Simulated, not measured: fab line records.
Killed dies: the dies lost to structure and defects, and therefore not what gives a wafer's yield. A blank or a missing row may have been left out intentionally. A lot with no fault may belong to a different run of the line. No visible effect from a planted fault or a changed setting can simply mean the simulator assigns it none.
The tool behind it: which one? -- flow sky130 -- Sampling: 14 lots, 42 wafers, 4 of 708 route steps

WHAT EACH GAUGE READ, for each wafer
SKY_NWELL_THK_MEAS_02. Usual: for NWELL_OXIDATION_THK the level is 10.05 nm and the standard deviation is 0.21.
lot,measured,on,NWELL_OXIDATION_THK (nm),flag
L242,day 2 11:32,filmMetro-03,9.67 10.01 9.66,
L243,day 2 19:19,filmMetro-04,9.81 9.78 9.78,
L244,day 2 20:43,filmMetro-01,10.17 10.13 10.20,
L245,day 3 04:16,filmMetro-04,9.90 9.73 9.92,
L249,day 3 22:12,filmMetro-04,10.24 10.06 10.21,
L250,day 4 04:43,filmMetro-04,10.23 10.22 10.13,
L252,day 4 15:23,filmMetro-04,9.91 9.89 9.90,
L255,day 5 09:10,filmMetro-01,10.35 10.30 10.14,
L256,day 5 12:03,filmMetro-04,10.39 10.19 10.27,
L257,day 5 17:53,filmMetro-04,10.27 10.35 10.33,
L258,day 6 01:05,filmMetro-03,10.11 10.11 10.13,
L260,day 6 08:13,filmMetro-01,10.06 10.24 10.15,
L261,day 6 17:14,filmMetro-04,10.23 10.33 10.28,
L265,day 7 11:26,filmMetro-01,9.60 9.65 9.78,

SKY_NWELL_RS_MEAS_31: the measuring method here is four-point-probe. Usual: for PWDE_RS the level is 5270 ohm/sq and the standard deviation is 16.
lot,measured,on,PWDE_RS (ohm/sq),flag
L242,day 5 07:57,filmMetro-01,5234 5244 5258,
L243,day 5 15:48,filmMetro-01,5274 5266 5266,
L244,day 5 18:29,filmMetro-01,5257 5263 5265,
L245,day 6 02:58,filmMetro-03,5262 5255 5256,
L249,day 6 22:36,filmMetro-03,5281 5276 5266,
L250,day 7 05:40,filmMetro-04,5277 5267 5300,
L252,day 7 19:35,filmMetro-01,5275 5252 5263,
L255,day 8 16:53,filmMetro-03,5285 5291 5269,
L256,day 8 19:32,filmMetro-01,5261 5258 5258,
L257,day 9 01:40,filmMetro-04,5266 5275 5248,
L258,day 9 11:06,filmMetro-04,5300 5276 5280,
L260,day 9 19:35,filmMetro-03,5261 5268 5260,
L261,day 10 05:47,filmMetro-04,5244 5260 5261,
L265,day 11 01:40,filmMetro-03,5261 5281 5271,

TOOL THAT RAN EACH LOT (tool first, then ch and the chambers of the sampled wafers, then the start)
lot,SKY_FIELD_ISO_ETCH_15,SKY_NWELL_EXPOSE_07
L242,"rieDiel-01 ch 0,1,2, day 2 05:32","ilineStepper-02 ch 0, day 4 04:40"
L243,"rieDiel-04 ch 0,1,2, day 2 10:56","ilineStepper-01 ch 0, day 4 13:01"
L244,"rieDiel-02 ch 0,2,3, day 2 14:53","ilineStepper-02 ch 0, day 4 15:07"
L245,"rieDiel-04 ch 1,2,3, day 2 20:53","ilineStepper-02 ch 0, day 4 23:17"
L249,"rieDiel-02 ch 0,1,2, day 3 16:06","ilineStepper-01, day 5 17:51"
L250,"rieDiel-04 ch 1,2,3, day 3 22:48","ilineStepper-01, day 6 00:14"
L252,"rieDiel-01 ch 0,3, day 4 08:35","ilineStepper-01 ch 0, day 6 12:33"
L255,"rieDiel-04 ch 0,1,3, day 5 01:56","ilineStepper-01 ch 0, day 7 08:55"
L256,"rieDiel-01 ch 2,3, day 5 04:50","ilineStepper-02 ch 0, day 7 12:05"
L257,"rieDiel-01 ch 2,3, day 5 10:36","ilineStepper-02 ch 0, day 7 18:06"
L258,"rieDiel-02 ch 0,1,3, day 5 15:23","ilineStepper-01 ch 0, day 8 02:49"
L260,"rieDiel-01 ch 0,1,2, day 6 02:26","ilineStepper-01 ch 0, day 8 11:06"
L261,"rieDiel-02 ch 0,1,2, day 6 08:26","ilineStepper-02 ch 0, day 8 20:20"
L265,"rieDiel-04 ch 0,1,3, day 7 05:24","ilineStepper-01 ch 0, day 9 15:08"
- SKY_FIELD_ISO_ETCH_15: etches the open film in CHF3/O2, stops on Si, target depth 180 nm, time 72 s.
- SKY_NWELL_EXPOSE_07: exposes mask NWM, target cd 840 nm.

AS READ BY THE TOOLS THEMSELVES (means over the sampled wafers that have a number; for cases with no such wafer, the mark the record gives instead)
SKY_FIELD_ISO_ETCH_15. Usual: biasW 199.9 W, standard deviation 0.62; drypumpMotorCurrentA 5.8 A, standard deviation 0.51; oesProductAu 0.931 a.u., standard deviation 0.007; throttleValvePct 8.840 %, standard deviation 0.0086.
lot,tool,biasW (W),drypumpMotorCurrentA (A),oesProductAu (a.u.),throttleValvePct (%),flag
L242,rieDiel-01,199.6,6.1,0.928,8.838,
L243,rieDiel-04,200.3,6.1,0.927,8.837,
L244,rieDiel-02,199.9,5.4,0.933,8.841,
L245,rieDiel-04,199.9,6.1,0.933,8.852,
L249,rieDiel-02,199.7,5.3,0.930,8.835,
L250,rieDiel-04,199.7,6.1,0.925,8.851,
L252,rieDiel-01,200.4,6.0,0.927,8.834,
L255,rieDiel-04,199.4,5.8,0.936,8.843,
L256,rieDiel-01,198.9,6.1,0.927,8.844,
L257,rieDiel-01,199.8,6.2,0.926,8.831,
L258,rieDiel-02,200.2,5.3,0.931,8.851,
L260,rieDiel-01,199.9,6.1,0.936,8.840,
L261,rieDiel-02,199.9,5.2,0.935,8.835,
L265,rieDiel-04,199.3,5.8,0.936,8.839,

SKY_NWELL_EXPOSE_07. Usual: exposureDoseMJCm2 255.01, standard deviation 0.24; focusOffsetNm 0.0 nm, standard deviation 0.5.
lot,tool,exposureDoseMJCm2,focusOffsetNm (nm),flag
L242,ilineStepper-02,254.81,0.1,
L243,ilineStepper-01,254.80,0.3,
L244,ilineStepper-02,255.25,0.0,
L245,ilineStepper-02,254.81,0.3,
L249,ilineStepper-01,-,-,OFF
L250,ilineStepper-01,-,-,OFF
L252,ilineStepper-01,255.44,0.5,
L255,ilineStepper-01,254.98,-0.0,
L256,ilineStepper-02,255.17,-0.4,
L257,ilineStepper-02,255.09,0.2,
L258,ilineStepper-01,255.17,-0.2,
L260,ilineStepper-01,254.78,0.1,
L261,ilineStepper-02,254.96,-0.3,
L265,ilineStepper-01,254.88,-0.2,

THE ANSWER, worked out from the rows above alone
Rule: a lot counts as off when the mean over its wafers that have a number is more than 3 standard deviations away from the usual mean. A lot without any number at a reading at which 4 lots or more have one is off too. The other lots that the step has rows for count as sound. Order of review: gauges by route order, followed by the tools' own readings, for which a lot's mean as printed above is used. The first step at which some lot is off is used, and at that step the reading that is off furthest; a lot without a number counts as furthest.
Off: L249, L250 (SKY_NWELL_EXPOSE_07, exposureDoseMJCm2). Without a number there: L249, L250.
If a tool, at that step or one of the process steps before it, ran each lot that is off and ran no sound lot following the first of them, it fits. Not one of the candidates tried fits.

WHAT THE SIMULATOR HAD INSERTED
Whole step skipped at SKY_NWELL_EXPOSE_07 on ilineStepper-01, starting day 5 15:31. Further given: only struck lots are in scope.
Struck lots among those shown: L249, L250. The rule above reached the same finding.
